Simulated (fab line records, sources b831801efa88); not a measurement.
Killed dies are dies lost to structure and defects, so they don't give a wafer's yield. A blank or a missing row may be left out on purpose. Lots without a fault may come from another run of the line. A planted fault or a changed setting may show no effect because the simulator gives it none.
fab line records | flow gf180mcu
record lots=13 wafers=39 last_day=34
route steps=602 shown DNWELL@41 HV_LDD@212 CONTACT@310 V1@349
lots that met no fault: from a run of the same line without faults
start_h: hours from the record's first day to the start of the lot's first wafer shown | wait_h: hours since the lot's step before | " the same as in the row above | L1.1+2: a row that stands for several wafers | - no value, or no start given | * or withheld: withheld | < > ~ a bound
route shown NAME@n: a module of which the file shows steps, and the number in the route of the first | usual: mean/standard deviation of fault-free wafers | same: alike in all rows | chamber/n: place in a boat | sites: the reading at each site | _std_site: their standard deviation | _edge_site: outer sites' mean less inner sites' | radius_mm: how far each site lies from the wafer's centre | mask NAME#n: copy n | behind: the tool/chamber that last shaped the wafer | hold: why the lot was held/for how many hours/how that ended | device: the transistor (n, p or np) that didn't switch | end of line: the same wafers' tests at the end of the route | a step without rows: its recipe alone | killed: dies lost to structure and defects at the first sort, not the wafer's yield | map: a wafer's dies, x killed, . not, _ none there
set.NAME: the setting as run; set.NAME@STEP: as run at that earlier step | model.NAME: the simulator's own value behind a step, which no gauge read
steps of the route over a sample of lots; a table a step, a row a wafer
services: from which hour (start_h, from the record's first day; less than 0 if before it) a tool's chamber was out of use, for how many hours, and why
## steps
# step GF_DNWELL_TW_MEAS_09
# usual DNWELL_TW=1343/10
# columns lot.wafer tool chamber start_h wait_h DNWELL_TW
L597.1 film_metro-04 - 43.00 0.1 1339
L597.4 " - " " 1344
L597.6 " - " " 1335
L598.1 film_metro-04 - 48.75 0.1 1334
L598.2 " - " " 1336
L598.4 " - " " 1328
L600.4 film_metro-02 - 60.28 0.1 1332
L600.5 " - " " 1330
L600.6 " - " " 1331
L601.1 film_metro-02 - 65.84 0.1 1340
L601.4 " - " " 1338
L601.5 " - " " 1346
L602.1 film_metro-04 - 70.74 0.1 1327
L602.2 " - " " 1322
L602.3 " - " " 1329
L603.1 film_metro-01 - 73.80 0.1 1360
L603.4 " - " " 1364
L603.5 " - " " 1352
L604.1 film_metro-04 - 79.89 0.1 1356
L604.2 " - " " 1339
L604.3 " - " " 1349
L606.1 film_metro-02 - 88.99 0.1 1336
L606.2 " - " " 1334
L606.3 " - " " 1332
L610.2 film_metro-01 - 112.10 0.1 1351
L610.3 " - " " 1352
L610.5 " - " " 1353
L615.4 film_metro-04 - 137.83 0.1 1335
L615.5 " - " " 1336
L615.6 " - " " 1334
L616.2 film_metro-04 - 144.16 0.1 1342
L616.3 " - " " 1347
L616.5 " - " " 1348
L618.4 film_metro-02 - 155.43 0.1 1333
L618.5 " - " " 1337
L618.6 " - " " 1331
L620.2 film_metro-01 - 165.26 0.1 1348
L620.3 " - " " 1363
L620.5 " - " " 1361
# step GF_HV_LDD_IMPLANT_36
# recipe species=P energy_kev=60 dose_cm2=7.5e+12 tilt_deg=30 rotation_deg=270
# usual dose_ions_cm2=7.5e+12/7.1e+09 faraday_current_uA=42.3/0.87
# columns lot.wafer tool chamber start_h wait_h dose_ions_cm2 faraday_current_uA
L597.1 implanter-04 0 255.55 0.1 7.512e+12 42.3
L597.4 " 0 " " 7.506e+12 42.7
L597.6 " 0 " " 7.513e+12 43.6
L598.1 implanter-02 0 263.45 0.1 7.506e+12 41.8
L598.2 " 0 " " 7.49e+12 43.8
L598.4 " 0 " " 7.489e+12 43.7
L600.4 implanter-04 0 279.97 0.1 7.495e+12 41.7
L600.5 " 0 " " 7.491e+12 43.1
L600.6 " 0 " " 7.504e+12 40.1
L601.1 implanter-04 0 292.40 0.1 7.508e+12 42.7
L601.4 " 0 " " 7.518e+12 43.8
L601.5 " 0 " " 7.501e+12 42.2
L602.1 implanter-02 0 303.30 0.1 7.486e+12 42.8
L602.2 " 0 " " 7.489e+12 43.8
L602.3 " 0 " " 7.495e+12 42.4
L603.1 implanter-04 0 303.60 0.1 7.488e+12 40.9
L603.4 " 0 " " 7.489e+12 41.3
L603.5 " 0 " " 7.496e+12 41.8
L606.1 implanter-04 0 330.04 0.1 7.507e+12 42.7
L606.2 " 0 " " 7.509e+12 42.2
L606.3 " 0 " " 7.495e+12 42.4
L604.1 implanter-03 0 330.99 0.1 7.506e+12 41.9
L604.2 " 0 " " 7.514e+12 43.1
L604.3 " 0 " " 7.501e+12 42.6
L610.2 implanter-02 0 360.12 0.1 7.506e+12 41.3
L610.3 " 0 " " 7.496e+12 41.6
L610.5 " 0 " " 7.505e+12 43.6
L615.4 implanter-02 0 390.53 0.1 3.548e+12 19.6
L615.5 " 0 " " 3.55e+12 20.0
L615.6 " 0 " " 3.559e+12 20.0
L616.2 implanter-02 0 398.08 0.1 3.558e+12 20.9
L616.3 " 0 " " 3.549e+12 19.9
L616.5 " 0 " " 3.55e+12 20.0
L618.4 implanter-03 0 410.18 0.1 7.509e+12 41.0
L618.5 " 0 " " 7.491e+12 43.3
L618.6 " 0 " " 7.496e+12 42.3
L620.2 implanter-03 0 426.78 0.1 7.493e+12 41.9
L620.3 " 0 " " 7.5e+12 41.1
L620.5 " 0 " " 7.503e+12 45.0
# step GF_HV_LDD_TW_MEAS_38
# usual HV_LDD_3_TW=1420/9.3
# columns lot.wafer tool chamber start_h wait_h HV_LDD_3_TW
L597.1 film_metro-03 - 255.80 0.1 1424
L597.4 " - " " 1424
L597.6 " - " " 1425
L598.1 film_metro-02 - 263.70 0.1 1419
L598.2 " - " " 1412
L598.4 " - " " 1412
L600.4 film_metro-01 - 280.17 0.1 1448
L600.5 " - " " 1442
L600.6 " - " " 1445
L601.1 film_metro-01 - 292.65 0.1 1416
L601.4 " - " " 1427
L601.5 " - " " 1412
L602.1 film_metro-02 - 303.55 0.1 1411
L602.2 " - " " 1408
L602.3 " - " " 1402
L603.1 film_metro-03 - 303.85 0.1 1433
L603.4 " - " " 1426
L603.5 " - " " 1421
L606.1 film_metro-01 - 330.29 0.1 1413
L606.2 " - " " 1421
L606.3 " - " " 1428
L604.1 film_metro-02 - 331.24 0.1 1416
L604.2 " - " " 1419
L604.3 " - " " 1411
L610.2 film_metro-01 - 360.35 0.1 1419
L610.3 " - " " 1414
L610.5 " - " " 1418
L615.4 film_metro-03 - 390.73 0.1 1362
L615.5 " - " " 1355
L615.6 " - " " 1370
L616.2 film_metro-01 - 398.31 0.1 1349
L616.3 " - " " 1346
L616.5 " - " " 1350
L618.4 film_metro-03 - 410.38 0.1 1417
L618.5 " - " " 1415
L618.6 " - " " 1418
L620.2 film_metro-02 - 427.01 0.1 1414
L620.3 " - " " 1413
L620.5 " - " " 1424
# step GF_HV_LDD_RS_MEAS_53
# recipe thk_meas_gauge=four-point-probe
# usual HV_LDD_RS=418.4/1.2
# columns lot.wafer tool chamber start_h wait_h HV_LDD_RS[ohm/sq]
L597.1 film_metro-03 - 272.73 0.1 418.5
L597.4 " - " " 419.3
L597.6 " - " " 418.9
L598.1 film_metro-02 - 280.77 0.1 419.5
L598.2 " - " " 418.9
L598.4 " - " " 418.7
L600.4 film_metro-01 - 300.08 0.1 418.6
L600.5 " - " " 417.5
L600.6 " - " " 417.0
L601.1 film_metro-02 - 313.32 0.1 419.7
L601.4 " - " " 419.7
L601.5 " - " " 418.7
L602.1 film_metro-03 - 323.77 0.1 419.8
L602.2 " - " " 419.1
L602.3 " - " " 420.9
L603.1 film_metro-01 - 324.63 0.1 419.6
L603.4 " - " " 419.9
L603.5 " - " " 419.6
L606.1 film_metro-03 - 352.03 0.1 418.1
L606.2 " - " " 417.0
L606.3 " - " " 418.6
L604.1 film_metro-03 - 352.78 0.1 417.3
L604.2 " - " " 417.7
L604.3 " - " " 417.1
L610.2 film_metro-01 - 382.80 0.1 417.3
L610.3 " - " " 416.4
L610.5 " - " " 416.9
L615.4 film_metro-01 - 414.19 0.1 430.4
L615.5 " - " " 428.7
L615.6 " - " " 428.5
L616.2 film_metro-03 - 422.16 0.1 428.1
L616.3 " - " " 428.1
L616.5 " - " " 428.7
L618.4 film_metro-01 - 434.59 0.1 420.0
L618.5 " - " " 419.0
L618.6 " - " " 418.5
L620.2 film_metro-02 - 451.29 0.1 418.8
L620.3 " - " " 419.2
L620.5 " - " " 419.4
# step GF_CONTACT_SPUTTER_23
# recipe material=TiN target_thk_nm=10 chamber_pressure_pa=5 power_w=4000 time_s=40
# usual throttle_valve_pct=30.5/0.86
# columns lot.wafer tool chamber start_h wait_h throttle_valve_pct
L597.1 pvd_sputter-01 - 361.12 0.0 29.8
L597.4 " - " " 30.6
L597.6 " - " " 29.7
L598.1 pvd_sputter-01 - 371.22 0.0 31.2
L598.2 " - " " 29.6
L598.4 " - " " 30.6
L600.4 pvd_sputter-01 - 388.93 0.0 30.6
L600.5 " - " " 31.3
L600.6 " - " " 29.7
L601.1 pvd_sputter-04 - 405.01 0.0 29.3
L601.4 " - " " 28.9
L601.5 " - " " 29.2
L602.1 pvd_sputter-04 - 418.68 0.0 29.1
L602.2 " - " " 30.3
L602.3 " - " " 28.9
L603.1 pvd_sputter-03 - 419.72 0.0 30.3
L603.4 " - " " 30.0
L603.5 " - " " 30.0
L606.1 pvd_sputter-01 - 451.46 0.0 31.1
L606.2 " - " " 31.6
L606.3 " - " " 29.6
L604.1 pvd_sputter-04 - 451.71 0.0 29.9
L604.2 " - " " 29.5
L604.3 " - " " 29.0
L610.2 pvd_sputter-01 - 484.92 0.0 32.0
L610.3 " - " " 31.2
L610.5 " - " " 31.2
L615.4 pvd_sputter-03 - 514.56 0.0 31.3
L615.5 " - " " 30.9
L615.6 " - " " 29.9
L616.2 pvd_sputter-01 - 522.87 0.0 30.5
L616.3 " - " " 31.3
L616.5 " - " " 31.2
L618.4 pvd_sputter-01 - 534.17 0.0 30.7
L618.5 " - " " 31.2
L618.6 " - " " 29.6
L620.2 pvd_sputter-01 - 550.81 0.0 29.4
L620.3 " - " " 31.5
L620.5 " - " " 30.7
# step GF_V1_CD_MEAS_14
# recipe target_cd_nm=260
# usual cd_nm=259.9/1.3
# columns lot.wafer tool chamber start_h wait_h cd_nm
L597.1 cd_sem-01 - 409.98 0.1 258.4
L597.4 " - " " 260.0
L597.6 " - " " 260.7
L598.1 cd_sem-02 - 419.43 0.1 261.2
L598.2 " - " " 258.6
L598.4 " - " " 260.2
L600.4 cd_sem-01 - 438.29 0.1 260.0
L600.5 " - " " 259.0
L600.6 " - " " 260.3
L601.1 cd_sem-02 - 455.09 0.1 259.9
L601.4 " - " " 260.6
L601.5 " - " " 260.5
L602.1 cd_sem-01 - 469.88 0.1 260.5
L602.2 " - " " 260.7
L602.3 " - " " 261.2
L603.1 cd_sem-01 - 470.58 0.1 261.5
L603.4 " - " " 261.6
L603.5 " - " " 261.6
L606.1 cd_sem-02 - 501.11 0.1 262.5
L606.2 " - " " 261.9
L606.3 " - " " 261.8
L604.1 cd_sem-02 - 501.46 0.1 261.4
L604.2 " - " " 260.3
L604.3 " - " " 260.6
L610.2 cd_sem-02 - 533.76 0.1 260.4
L610.3 " - " " 259.6
L610.5 " - " " 259.6
L615.4 cd_sem-01 - 562.42 0.1 259.5
L615.5 " - " " 259.2
L615.6 " - " " 258.5
L616.2 cd_sem-01 - 569.06 0.1 259.3
L616.3 " - " " 259.0
L616.5 " - " " 259.2
L618.4 cd_sem-01 - 579.77 0.1 257.8
L618.5 " - " " 258.3
L618.6 " - " " 258.0
L620.2 cd_sem-01 - 595.78 0.1 259.2
L620.3 " - " " 258.3
L620.5 " - " " 261.0
## services
# columns tool chamber start_h hours kind
implanter-04 - 239.04 1.6 repair
implanter-02 - 276.49 5.4 pm
implanter-03 - 317.23 2.5 repair
implanter-04 - 341.18 2.9 pm
implanter-04 - 362.96 3.5 repair
pvd_sputter-04 3 365.38 - consumable_replace:kit
pvd_sputter-04 3 365.38 18.0 scheduled_down
pvd_sputter-04 3 365.38 18.0 vent_cycle
pvd_sputter-01 - 397.21 1.4 repair
pvd_sputter-01 - 407.18 3.0 repair
implanter-02 - 407.80 2.3 repair
pvd_sputter-01 - 414.30 1.8 repair
implanter-02 - 422.91 3.8 repair
implanter-03 - 433.72 9.7 repair
implanter-04 - 452.54 10.3 pm
implanter-03 - 462.08 3.6 pm
implanter-02 - 481.78 2.8 repair
pvd_sputter-03 - 512.25 1.0 repair
pvd_sputter-03 - 519.83 20.9 repair
pvd_sputter-04 - 522.68 4.2 repair
implanter-02 - 524.18 2.7 repair
pvd_sputter-03 2 543.06 - consumable_replace:kit
pvd_sputter-03 2 543.06 18.0 scheduled_down
pvd_sputter-03 2 543.06 18.0 vent_cycle
## key
first_sign step=GF_HV_LDD_IMPLANT_36 reading=dose_ions_cm2 direction=down sigmas=99+ usual=7.5e+12 struck=3.552e+12
effect step=GF_HV_LDD_IMPLANT_36 reading=faraday_current_uA direction=down sigmas=26 usual=42.3 struck=20.1
effect step=GF_HV_LDD_TW_MEAS_38 reading=HV_LDD_3_TW direction=down sigmas=6.9 usual=1420 struck=1355
effect step=GF_HV_LDD_RS_MEAS_53 reading=HV_LDD_RS direction=up sigmas=8.8 usual=418.4 struck=428.8
met_at GF_HV_LDD_IMPLANT_36
struck_lots L615,L616
tester_left_out L615,L616
not_acting_at GF_DNWELL_TW_MEAS_09,GF_CONTACT_SPUTTER_23,GF_V1_CD_MEAS_14
onset_between 360.12 390.53
fault kind=process_parameter_drift tool=implanter-02 chamber=- onset_h=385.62 steps=GF_HV_LDD_IMPLANT_36 channel=dose_cm2 offset=-3.9406e+12 shape=step end_h=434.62 acts_in=these_recipes_only stated=7.5e+12
# tester_left_out: of these lots the tester's yield and bins aren't shown, on N5 and GAA mostly nor the transistor test; their killed dies are dies lost to structure and defects alone, not to doping, threshold or leakage, so they don't give the yield
